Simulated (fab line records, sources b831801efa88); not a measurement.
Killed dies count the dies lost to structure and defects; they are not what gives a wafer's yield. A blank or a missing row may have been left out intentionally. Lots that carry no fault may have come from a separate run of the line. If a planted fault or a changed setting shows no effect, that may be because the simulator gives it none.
fab line records	flow sky130
record: lots: 24	wafers: 72	last-day: 51
route steps=708 shown VT_ADJUST_HVTR@138 RES_XHIGH@360 CONTACT@411 METAL1@434
lots that met no fault: taken from a fault-free run of the same line
start-h: hours from the record's opening day to when the first of the lot's shown wafers began	wait-h: hours from the lot's prior step to this one	" identical to the entry in the row above	L1.1+2: a single row standing in for several wafers	- no value, or no start was given	* or withheld: withheld	< > ~ a bound
route shown NAME@n: NAME is a module with steps in the file, n the number in the route of the first one	usual: mean and standard deviation over wafers with no fault	same: alike in all rows	chamber/n: place in a boat	sites: the reading at each site	_std_site: standard deviation of those values	_edge_site: outer sites' mean less inner sites'	radius-mm: how far each site lies from the wafer's centre	mask NAME#n: copy n	behind: the most recent tool/chamber to have shaped the wafer	hold: the reason the lot was held/the length of the hold in hours/how it ended	device: whichever transistor did not switch (one of n, p or np)	end of line: at the end of the route, the tests of the same wafers	a step without rows: its recipe alone	killed: count of dies lost to structure and defects at first sort (not the wafer's yield)	map: the dies of a wafer, with x for killed, . for not killed, _ for no die there
set.NAME: the run value of the setting; set.NAME@STEP: its run value at that earlier step	model.NAME: the simulator's own value behind a step, which no gauge read
the route's steps for a sample of lots (tables are steps, rows are wafers)
services: when a tool's chamber went out of use (start-h, in hours from the record's first day, below 0 if earlier), for how many hours, and the reason
== steps ==
step: SKY_VT_ADJUST_HVTR_CD_MEAS_07
recipe: target-cd-nm: 380
usual: cd-nm: 380.4/2.7
lot.wafer	tool	chamber	start-h	wait-h	cd-nm
L074.1	cd-sem-02	-	205.34	0.1	383.4
L074.3	"	-	"	"	385.9
L074.5	"	-	"	"	386.3
L075.1	cd-sem-02	-	211.78	0.1	378.9
L075.2	"	-	"	"	381.2
L075.4	"	-	"	"	377.0
L076.2	cd-sem-01	-	218.70	0.1	380.0
L076.5	"	-	"	"	381.1
L076.6	"	-	"	"	380.3
L077.3	cd-sem-01	-	223.07	0.1	374.9
L077.5	"	-	"	"	378.0
L077.6	"	-	"	"	378.5
L079.1	cd-sem-02	-	233.76	0.2	383.3
L079.3	"	-	"	"	384.3
L079.5	"	-	"	"	382.1
L078.4	cd-sem-02	-	237.95	0.1	379.5
L078.5	"	-	"	"	377.8
L078.6	"	-	"	"	379.1
L080.1	cd-sem-02	-	246.74	0.1	383.2
L080.4	"	-	"	"	381.5
L080.6	"	-	"	"	382.6
L081.1	cd-sem-02	-	255.69	0.1	382.5
L081.3	"	-	"	"	380.7
L081.6	"	-	"	"	381.3
L082.2	cd-sem-02	-	271.00	0.1	376.8
L082.3	"	-	"	"	376.8
L082.4	"	-	"	"	377.8
L083.1	cd-sem-02	-	271.63	0.1	380.4
L083.4	"	-	"	"	378.6
L083.6	"	-	"	"	379.5
L084.4	cd-sem-01	-	287.94	0.1	377.3
L084.5	"	-	"	"	377.0
L084.6	"	-	"	"	377.3
L085.2	cd-sem-01	-	297.50	0.1	384.2
L085.4	"	-	"	"	381.3
L085.6	"	-	"	"	383.4
L086.1	cd-sem-02	-	297.78	0.1	377.6
L086.2	"	-	"	"	378.4
L086.3	"	-	"	"	377.3
L087.2	cd-sem-02	-	301.00	0.1	380.6
L087.5	"	-	"	"	378.5
L087.6	"	-	"	"	382.3
L088.3	cd-sem-01	-	312.13	0.1	379.0
L088.4	"	-	"	"	378.1
L088.6	"	-	"	"	379.6
L089.1	cd-sem-02	-	316.83	0.1	377.8
L089.4	"	-	"	"	379.2
L089.5	"	-	"	"	376.4
L090.1	cd-sem-01	-	324.18	0.1	379.6
L090.5	"	-	"	"	380.3
L090.6	"	-	"	"	380.9
L091.4	cd-sem-02	-	329.40	0.1	377.1
L091.5	"	-	"	"	378.1
L091.6	"	-	"	"	376.4
L092.3	cd-sem-02	-	333.33	0.1	384.2
L092.4	"	-	"	"	384.5
L092.5	"	-	"	"	387.3
L093.1	cd-sem-02	-	342.49	0.1	380.0
L093.2	"	-	"	"	379.5
L093.6	"	-	"	"	380.1
L094.2	cd-sem-01	-	350.76	0.1	378.6
L094.3	"	-	"	"	380.6
L094.5	"	-	"	"	378.5
L095.1	cd-sem-02	-	360.04	0.1	384.1
L095.2	"	-	"	"	386.0
L095.5	"	-	"	"	381.9
L096.2	cd-sem-02	-	366.75	0.1	381.8
L096.4	"	-	"	"	383.4
L096.5	"	-	"	"	383.1
L097.1	cd-sem-02	-	371.59	0.1	380.6
L097.2	"	-	"	"	381.3
L097.6	"	-	"	"	381.0
step: SKY_SD_N_RS_MEAS_18
recipe: thk-meas-gauge: four-point-probe
usual: RES_XHIGH_RS: 333.5/1.1
lot.wafer	tool	chamber	start-h	wait-h	RES_XHIGH_RS[ohm/sq]
L075.1	film-metro-03	-	675.63	0.1	333.3
L075.2	"	-	"	"	333.4
L075.4	"	-	"	"	333.1
L074.1	film-metro-04	-	676.04	0.1	332.2
L074.3	"	-	"	"	332.2
L074.5	"	-	"	"	332.8
L079.1	film-metro-04	-	676.81	0.1	333.9
L079.3	"	-	"	"	334.8
L079.5	"	-	"	"	334.5
L077.3	film-metro-03	-	677.23	0.1	333.8
L077.5	"	-	"	"	332.5
L077.6	"	-	"	"	333.1
L076.2	film-metro-04	-	677.48	0.1	332.6
L076.5	"	-	"	"	332.3
L076.6	"	-	"	"	333.9
L078.4	film-metro-02	-	677.91	0.1	335.6
L078.5	"	-	"	"	333.7
L078.6	"	-	"	"	335.0
L080.1	film-metro-04	-	678.32	0.1	332.7
L080.4	"	-	"	"	333.1
L080.6	"	-	"	"	333.1
L081.1	film-metro-04	-	684.21	0.1	332.7
L081.3	"	-	"	"	331.2
L081.6	"	-	"	"	332.1
L082.2	film-metro-02	-	711.53	0.1	333.6
L082.3	"	-	"	"	333.3
L082.4	"	-	"	"	334.2
L083.1	film-metro-04	-	714.41	0.1	334.8
L083.4	"	-	"	"	334.5
L083.6	"	-	"	"	334.6
L084.4	film-metro-04	-	722.57	0.1	333.4
L084.5	"	-	"	"	332.3
L084.6	"	-	"	"	333.7
L086.1	film-metro-02	-	836.67	0.1	334.2
L086.2	"	-	"	"	332.9
L086.3	"	-	"	"	333.5
L087.2	film-metro-02	-	837.98	0.1	334.5
L087.5	"	-	"	"	336.0
L087.6	"	-	"	"	335.0
L089.1	film-metro-03	-	838.26	0.1	332.2
L089.4	"	-	"	"	332.9
L089.5	"	-	"	"	331.7
L093.1	film-metro-02	-	838.44	0.1	334.1
L093.2	"	-	"	"	333.7
L093.6	"	-	"	"	334.1
L088.3	film-metro-02	-	839.31	0.1	334.9
L088.4	"	-	"	"	334.3
L088.6	"	-	"	"	334.2
L085.2	film-metro-02	-	840.39	0.1	332.6
L085.4	"	-	"	"	330.6
L085.6	"	-	"	"	332.5
L095.1	film-metro-03	-	840.91	0.1	332.5
L095.2	"	-	"	"	334.1
L095.5	"	-	"	"	333.3
L091.4	film-metro-02	-	841.63	0.1	334.1
L091.5	"	-	"	"	335.2
L091.6	"	-	"	"	335.3
L090.1	film-metro-04	-	842.46	0.1	334.5
L090.5	"	-	"	"	333.7
L090.6	"	-	"	"	333.8
L094.2	film-metro-03	-	842.99	0.1	332.9
L094.3	"	-	"	"	332.6
L094.5	"	-	"	"	333.3
L096.2	film-metro-03	-	843.89	0.1	332.4
L096.4	"	-	"	"	332.7
L096.5	"	-	"	"	331.8
L097.1	film-metro-04	-	844.07	0.1	332.6
L097.2	"	-	"	"	333.2
L097.6	"	-	"	"	331.6
L092.3	film-metro-04	-	847.25	0.1	334.9
L092.4	"	-	"	"	334.3
L092.5	"	-	"	"	333.5
step: SKY_CONTACT_BOW_MEAS_05
recipe: mode: bow
usual: CONTACT_BOW: 84/7.3
lot.wafer	tool	chamber	start-h	wait-h	CONTACT_BOW[um]
L075.1	film-metro-01	-	735.16	0.2	89
L075.2	"	-	"	"	88
L075.4	"	-	"	"	80
L074.1	film-metro-02	-	736.67	0.1	92
L074.3	"	-	"	"	83
L074.5	"	-	"	"	89
L079.1	film-metro-02	-	737.15	0.2	79
L079.3	"	-	"	"	97
L079.5	"	-	"	"	80
L077.3	film-metro-01	-	737.21	0.2	86
L077.5	"	-	"	"	77
L077.6	"	-	"	"	82
L076.2	film-metro-01	-	737.47	0.2	80
L076.5	"	-	"	"	77
L076.6	"	-	"	"	85
L078.4	film-metro-02	-	737.57	0.2	85
L078.5	"	-	"	"	93
L078.6	"	-	"	"	94
L080.1	film-metro-01	-	737.81	0.1	79
L080.4	"	-	"	"	84
L080.6	"	-	"	"	80
L081.1	film-metro-01	-	742.21	0.2	83
L081.3	"	-	"	"	80
L081.6	"	-	"	"	83
L082.2	film-metro-04	-	770.22	0.2	85
L082.3	"	-	"	"	70
L082.4	"	-	"	"	84
L083.1	film-metro-04	-	772.29	0.2	95
L083.4	"	-	"	"	85
L083.6	"	-	"	"	82
L084.4	film-metro-01	-	779.66	0.3	86
L084.5	"	-	"	"	82
L084.6	"	-	"	"	90
L086.1	film-metro-04	-	891.01	0.1	85
L086.2	"	-	"	"	79
L086.3	"	-	"	"	73
L087.2	film-metro-02	-	892.69	0.2	84
L087.5	"	-	"	"	79
L087.6	"	-	"	"	77
L089.1	film-metro-01	-	893.11	0.1	84
L089.4	"	-	"	"	84
L089.5	"	-	"	"	80
L093.1	film-metro-02	-	893.25	0.2	79
L093.2	"	-	"	"	79
L093.6	"	-	"	"	79
L088.3	film-metro-02	-	893.69	0.2	91
L088.4	"	-	"	"	95
L088.6	"	-	"	"	85
L085.2	film-metro-01	-	893.97	0.2	87
L085.4	"	-	"	"	90
L085.6	"	-	"	"	89
L095.1	film-metro-02	-	894.87	0.1	87
L095.2	"	-	"	"	91
L095.5	"	-	"	"	70
L091.4	film-metro-04	-	895.14	0.2	91
L091.5	"	-	"	"	85
L091.6	"	-	"	"	82
L090.1	film-metro-02	-	896.71	0.1	79
L090.5	"	-	"	"	80
L090.6	"	-	"	"	86
L094.2	film-metro-01	-	897.03	0.2	87
L094.3	"	-	"	"	85
L094.5	"	-	"	"	93
L096.2	film-metro-01	-	898.34	0.1	86
L096.4	"	-	"	"	87
L096.5	"	-	"	"	86
L097.1	film-metro-04	-	899.07	0.2	93
L097.2	"	-	"	"	81
L097.6	"	-	"	"	82
L092.3	film-metro-02	-	900.37	0.3	77
L092.4	"	-	"	"	81
L092.5	"	-	"	"	75
step: SKY_CONTACT_ETCH_18
recipe: target: Si3N4	chemistry: CHF3/O2	stop-on: TiN	source-w: 600	bias-w: 200	pressure-mtorr: 40	chf3-flow-sccm: 50	O2_flow_sccm: 5	time-s: 39	target-depth-a: 750
usual: chf3-flow-sccm: 50.01/0.15	drypump-motor-current-A: 5.6/0.46	oes-product-au: 0.855/0.0072	throttle-valve-pct: 8.793/0.0094
lot.wafer	tool	chamber	start-h	wait-h	chf3-flow-sccm	drypump-motor-current-A	oes-product-au	rf-hours-counter-h	throttle-valve-pct
L075.1	rie-diel-02	2	-	-	50.14	5.2	0.858	13	8.790
L075.2	"	1	"	"	49.73	5.6	0.846	11	8.782
L075.4	"	0	"	"	50.18	6.5	0.856	-	8.791
L074.1	rie-diel-02	0	-	-	49.96	6.5	0.847	8	8.795
L074.3	"	2	"	"	50.20	5.2	0.851	14	8.790
L074.5	"	0	"	"	50.01	6.5	0.853	-	8.795
L079.1	rie-diel-03	0	-	-	50.03	5.5	0.856	14	8.794
L079.3	"	2	"	"	50.02	5.7	0.857	0	8.776
L079.5	"	3	"	"	50.04	5.8	0.865	-	8.797
L077.3	rie-diel-04	2	-	-	50.00	5.8	0.857	15	8.786
L077.5	"	3	"	"	50.24	6.0	0.869	-	8.787
L077.6	"	0	"	"	50.05	5.5	0.865	-	8.818
L076.2	rie-diel-03	3	-	-	49.95	5.7	0.851	12	8.798
L076.5	"	3	"	"	50.24	5.8	0.859	-	8.796
L076.6	"	2	"	"	50.00	5.7	0.853	-	8.796
L078.4	rie-diel-04	3	-	-	49.87	6.0	0.856	11	8.799
L078.5	"	1	"	"	50.10	5.6	0.863	-	8.796
L078.6	"	0	"	"	49.85	5.5	0.846	-	8.785
L080.1	rie-diel-02	1	-	-	50.13	5.6	0.844	11	8.790
L080.4	"	1	"	"	49.84	5.6	0.856	-	8.803
L080.6	"	0	"	"	49.69	6.5	0.855	-	8.793
L081.1	rie-diel-02	2	-	-	50.27	5.2	0.861	14	8.786
L081.3	"	1	"	"	50.01	5.6	0.842	11	8.792
L081.6	"	1	"	"	50.07	5.6	0.869	-	8.792
L082.2	rie-diel-02	2	-	-	50.24	5.2	0.851	15	8.784
L082.3	"	3	"	"	49.95	5.6	0.847	1	8.793
L082.4	"	1	"	"	50.02	5.6	0.854	12	8.791
L083.1	rie-diel-02	0	-	-	50.01	6.5	0.851	9	8.791
L083.4	"	1	"	"	50.01	5.6	0.860	12	8.787
L083.6	"	2	"	"	50.10	5.2	0.861	-	8.783
L084.4	rie-diel-03	3	-	-	50.00	5.7	0.857	13	8.802
L084.5	"	0	"	"	49.80	5.5	0.863	-	8.811
L084.6	"	3	"	"	50.06	5.7	0.859	-	8.800
L086.1	rie-diel-03	1	-	-	50.00	4.7	0.863	11	8.772
L086.2	"	0	"	"	49.76	5.5	0.847	19	8.802
L086.3	"	3	"	"	50.39	5.7	0.850	15	8.796
L087.2	rie-diel-03	1	-	-	49.84	4.7	0.856	11	8.798
L087.5	"	0	"	"	49.93	5.5	0.853	-	8.792
L087.6	"	1	"	"	49.82	4.7	0.863	-	8.796
L089.1	rie-diel-04	2	-	-	49.98	5.8	0.847	20	8.790
L089.4	"	1	"	"	50.14	5.7	0.857	10	8.776
L089.5	"	1	"	"	50.15	5.7	0.852	-	8.792
L093.1	rie-diel-03	1	-	-	49.87	4.7	0.855	11	8.796
L093.2	"	2	"	"	50.03	5.7	0.857	4	8.785
L093.6	"	3	"	"	49.86	5.7	0.861	-	8.788
L088.3	rie-diel-04	2	-	-	49.98	5.8	0.852	20	8.815
L088.4	"	0	"	"	50.03	5.5	0.863	14	8.796
L088.6	"	0	"	"	50.10	5.5	0.851	-	8.775
L085.2	rie-diel-02	0	-	-	50.01	6.5	0.858	13	8.787
L085.4	"	2	"	"	49.90	5.2	0.869	18	8.806
L085.6	"	3	"	"	50.07	5.6	0.872	-	8.796
L095.1	rie-diel-03	0	-	-	50.07	5.4	0.847	19	8.798
L095.2	"	2	"	"	49.92	5.7	0.845	4	8.796
L095.5	"	0	"	"	49.94	5.4	0.849	-	8.810
L091.4	rie-diel-02	1	-	-	49.78	5.6	0.857	16	8.782
L091.5	"	0	"	"	50.11	6.5	0.868	-	8.798
L091.6	"	3	"	"	49.73	5.6	0.862	-	8.804
L090.1	rie-diel-03	1	-	-	50.11	4.7	0.847	11	8.786
L090.5	"	2	"	"	50.01	5.8	0.852	-	8.769
L090.6	"	1	"	"	49.90	4.7	0.856	-	8.783
L094.2	rie-diel-04	3	-	-	50.05	6.0	0.848	15	8.808
L094.3	"	1	"	"	49.92	5.7	0.858	10	8.781
L094.5	"	1	"	"	49.93	5.7	0.854	-	8.788
L096.2	rie-diel-03	1	-	-	49.91	4.7	0.850	12	8.793
L096.4	"	0	"	"	49.82	5.4	0.858	19	8.789
L096.5	"	0	"	"	49.56	5.4	0.860	-	8.787
L097.1	rie-diel-02	1	-	-	50.08	5.6	0.852	16	8.792
L097.2	"	3	"	"	49.77	5.6	0.839	4	8.798
L097.6	"	0	"	"	50.05	6.5	0.860	-	8.793
L092.3	rie-diel-03	1	-	-	50.15	4.7	0.843	12	8.783
L092.4	"	2	"	"	50.00	5.7	0.859	-	8.792
L092.5	"	0	"	"	50.12	5.5	0.859	-	8.786
step: SKY_CONTACT_CMP_27
recipe: stop-on: SiO2	t-overpolish-s: 15	down-force-psi: 3.5	platen-rpm: 60	target-thk-nm: 0	pad-velocity-m-s: 0.94248
usual: head-pressure-psi: 3.499/0.0077	motor-current-A: 11.1/1.5	overpolish-run-s: 14.999/0.0089	time-to-endpoint-s: 82/3.8
same: t-overpolish-s: 15
lot.wafer	tool	chamber	start-h	wait-h	head-pressure-psi	motor-current-A	overpolish-run-s	time-to-endpoint-s
L075.2	cmp-01	2	763.98	0.0	3.501	11.5	15.005	77
L075.1	"	3	"	"	3.495	12.8	15.000	85
L075.4	"	1	"	"	3.495	11.2	15.017	76
L074.1	cmp-02	1	765.23	0.1	3.497	10.7	14.999	79
L074.3	"	0	"	"	3.501	10.3	15.004	77
L074.5	"	2	"	"	3.508	13.5	14.987	84
L079.1	cmp-02	2	765.63	0.2	3.509	13.8	15.001	82
L079.3	"	3	"	"	3.507	8.7	14.993	80
L079.5	"	0	"	"	3.507	10.3	15.008	77
L077.3	cmp-02	0	765.93	0.3	3.500	9.7	14.991	76
L077.5	"	2	"	"	3.510	13.3	15.005	80
L077.6	"	3	"	"	3.499	8.4	15.001	77
L076.2	cmp-01	1	766.14	0.2	3.499	10.9	15.005	79
L076.6	"	2	"	"	3.494	11.8	14.997	82
L076.5	"	3	"	"	3.499	11.7	15.005	87
L080.4	cmp-01	1	766.38	0.1	3.501	11.0	15.015	79
L080.1	"	2	"	"	3.500	12.3	15.002	80
L080.6	"	1	"	"	3.485	11.0	14.995	81
L078.4	cmp-02	3	766.42	0.2	3.496	8.8	14.984	83
L078.5	"	0	"	"	3.504	10.8	15.000	80
L078.6	"	1	"	"	3.501	10.2	15.009	83
L081.1	cmp-01	2	770.08	0.1	3.500	11.7	14.989	78
L081.3	"	3	"	"	3.511	12.3	14.999	85
L081.6	"	2	"	"	3.505	12.3	14.990	78
L082.2	cmp-01	3	797.63	0.1	3.517	12.6	15.001	84
L082.3	"	1	"	"	3.507	11.0	14.990	83
L082.4	"	2	"	"	3.488	11.6	15.010	82
L083.1	cmp-01	2	799.51	0.1	3.508	11.9	15.000	82
L083.4	"	1	"	"	3.491	10.9	14.989	79
L083.6	"	2	"	"	3.504	11.8	14.994	76
L084.4	cmp-01	2	806.52	0.0	3.500	12.0	14.992	76
L084.5	"	2	"	"	3.501	12.0	14.977	76
L084.6	"	3	"	"	3.506	12.5	15.007	83
L086.1	cmp-01	0	916.68	0.1	3.511	9.1	14.991	95
L086.3	"	1	"	"	3.499	10.9	14.995	86
L086.2	"	3	"	"	3.493	12.3	15.009	93
L089.4	cmp-01	0	918.86	0.1	3.501	9.9	15.005	88
L089.1	"	2	"	"	3.494	11.3	15.003	79
L089.5	"	3	"	"	3.502	12.3	15.011	87
L087.2	cmp-02	0	919.07	0.2	3.493	10.6	14.987	77
L087.6	"	1	"	"	3.502	9.6	14.997	80
L087.5	"	2	"	"	3.500	13.1	14.994	82
L093.2	cmp-02	2	919.71	0.1	3.497	14.3	15.009	79
L093.1	"	0	"	"	3.502	10.9	15.010	79
L093.6	"	1	"	"	3.498	10.4	15.007	83
L088.3	cmp-01	3	919.98	0.1	3.499	12.4	14.990	83
L088.4	"	0	"	"	3.507	10.2	15.007	86
L088.6	"	3	"	"	3.506	12.0	15.011	85
L085.2	cmp-02	0	920.04	0.0	3.500	9.9	14.994	81
L085.4	"	3	"	"	3.510	8.3	15.012	81
L085.6	"	0	"	"	3.499	9.9	15.000	79
L095.1	cmp-01	2	920.41	0.1	3.494	12.4	14.991	83
L095.2	"	3	"	"	3.489	12.5	14.998	90
L095.5	"	2	"	"	3.490	12.6	15.000	83
L091.4	cmp-02	1	920.74	0.1	3.498	10.1	15.015	80
L091.5	"	0	"	"	3.506	10.5	15.012	78
L091.6	"	1	"	"	3.505	10.0	14.990	80
L090.1	cmp-01	2	922.78	0.1	3.510	11.8	15.008	82
L090.6	"	1	"	"	3.490	11.1	14.997	79
L090.5	"	2	"	"	3.499	11.5	14.996	85
L094.2	cmp-02	0	922.91	0.0	3.502	10.3	14.994	78
L094.3	"	2	"	"	3.486	13.4	14.988	84
L094.5	"	0	"	"	3.506	9.7	14.990	78
L096.2	cmp-02	3	924.26	0.1	3.494	8.6	14.983	77
L096.4	"	0	"	"	3.505	10.5	15.011	74
L096.5	"	0	"	"	3.504	10.0	14.999	79
L097.2	cmp-01	2	924.56	0.1	3.505	11.0	14.998	79
L097.1	"	3	"	"	3.502	12.2	15.009	82
L097.6	"	1	"	"	3.507	11.0	14.999	77
L092.4	cmp-02	3	925.96	0.1	3.499	9.0	15.006	83
L092.3	"	1	"	"	3.497	9.7	15.002	80
L092.5	"	3	"	"	3.489	9.7	15.003	83
step: SKY_METAL1_SPUTTER_00
recipe: material: Ti	target-thk-nm: 15	power-w: 3000	time-s: 10	chamber-pressure-pa: 0.4
usual: throttle-valve-pct: 30.0/1
lot.wafer	tool	chamber	start-h	wait-h	throttle-valve-pct
L075.1	pvd-sputter-02	-	764.28	0.2	31.6
L075.2	"	-	"	"	28.9
L075.4	"	-	"	"	30.6
L074.1	pvd-sputter-02	-	765.53	0.2	31.3
L074.3	"	-	"	"	29.9
L074.5	"	-	"	"	31.4
L079.1	pvd-sputter-01	-	765.83	0.1	30.5
L079.3	"	-	"	"	29.4
L079.5	"	-	"	"	29.1
L077.3	pvd-sputter-02	-	766.13	0.1	31.4
L077.5	"	-	"	"	29.7
L077.6	"	-	"	"	29.2
L076.2	pvd-sputter-01	-	766.29	0.1	29.2
L076.5	"	-	"	"	29.4
L076.6	"	-	"	"	30.8
L078.4	pvd-sputter-03	-	766.57	0.1	30.1
L078.5	"	-	"	"	28.5
L078.6	"	-	"	"	30.6
L080.1	pvd-sputter-02	-	766.63	0.1	29.7
L080.4	"	-	"	"	30.7
L080.6	"	-	"	"	31.3
L081.1	pvd-sputter-01	-	770.38	0.2	28.9
L081.3	"	-	"	"	30.7
L081.6	"	-	"	"	31.0
L082.2	pvd-sputter-01	-	797.93	0.2	31.0
L082.3	"	-	"	"	29.0
L082.4	"	-	"	"	30.7
L083.1	pvd-sputter-02	-	799.81	0.2	30.7
L083.4	"	-	"	"	31.4
L083.6	"	-	"	"	30.0
L084.4	pvd-sputter-03	-	806.82	0.2	30.3
L084.5	"	-	"	"	27.4
L084.6	"	-	"	"	30.1
L086.1	pvd-sputter-02	-	916.98	0.2	29.8
L086.2	"	-	"	"	30.7
L086.3	"	-	"	"	31.3
L089.1	pvd-sputter-03	-	919.11	0.1	30.1
L089.4	"	-	"	"	30.8
L089.5	"	-	"	"	27.5
L087.2	pvd-sputter-02	-	919.22	0.1	31.4
L087.5	"	-	"	"	29.7
L087.6	"	-	"	"	30.8
L093.1	pvd-sputter-02	-	919.96	0.1	28.7
L093.2	"	-	"	"	30.7
L093.6	"	-	"	"	30.8
L088.3	pvd-sputter-03	-	920.23	0.2	28.9
L088.4	"	-	"	"	30.1
L088.6	"	-	"	"	29.8
L085.2	pvd-sputter-02	-	920.34	0.2	30.7
L085.4	"	-	"	"	29.8
L085.6	"	-	"	"	30.0
L095.1	pvd-sputter-01	-	920.71	0.2	31.1
L095.2	"	-	"	"	29.6
L095.5	"	-	"	"	29.5
L091.4	pvd-sputter-03	-	920.99	0.2	30.1
L091.5	"	-	"	"	30.8
L091.6	"	-	"	"	28.9
L090.1	pvd-sputter-02	-	923.03	0.2	30.9
L090.5	"	-	"	"	29.8
L090.6	"	-	"	"	30.7
L094.2	pvd-sputter-01	-	923.21	0.2	29.6
L094.3	"	-	"	"	28.9
L094.5	"	-	"	"	30.9
L096.2	pvd-sputter-01	-	924.56	0.2	30.8
L096.4	"	-	"	"	29.0
L096.5	"	-	"	"	29.1
L097.1	pvd-sputter-02	-	924.81	0.1	31.6
L097.2	"	-	"	"	29.9
L097.6	"	-	"	"	28.8
L092.3	pvd-sputter-02	-	926.21	0.1	29.2
L092.4	"	-	"	"	31.4
L092.5	"	-	"	"	30.0
== services ==
tool	chamber	start-h	hours	kind
cmp-02	-	744.00	4.0	pm
cmp-01	-	748.00	12.3	pm
rie-diel-03	-	755.78	0.9	repair
pvd-sputter-02	-	760.18	3.9	repair
cmp-01	-	765.25	0.7	repair
cmp-01	-	773.45	3.9	repair
cmp-02	-	777.92	2.1	repair
pvd-sputter-03	-	783.19	2.1	repair
cmp-02	-	807.99	0.5	repair
rie-diel-03	3	815.44	12.0	repair
pvd-sputter-02	-	817.16	2.9	repair
rie-diel-02	1	819.21	2.2	repair
pvd-sputter-02	-	854.01	5.1	repair
rie-diel-03	-	859.90	1.2	repair
rie-diel-03	1	868.38	2.9	repair
cmp-02	-	868.85	5.1	repair
rie-diel-02	0	878.41	4.5	repair
cmp-01	-	895.79	1.2	repair
cmp-01	-	908.71	0.5	repair
cmp-01	-	912.00	4.0	pm
rie-diel-02	0	912.03	2.9	repair
cmp-01	-	913.98	1.6	repair
cmp-01	-	923.15	0.9	repair
rie-diel-03	3	923.47	2.0	repair
== key ==
fault none
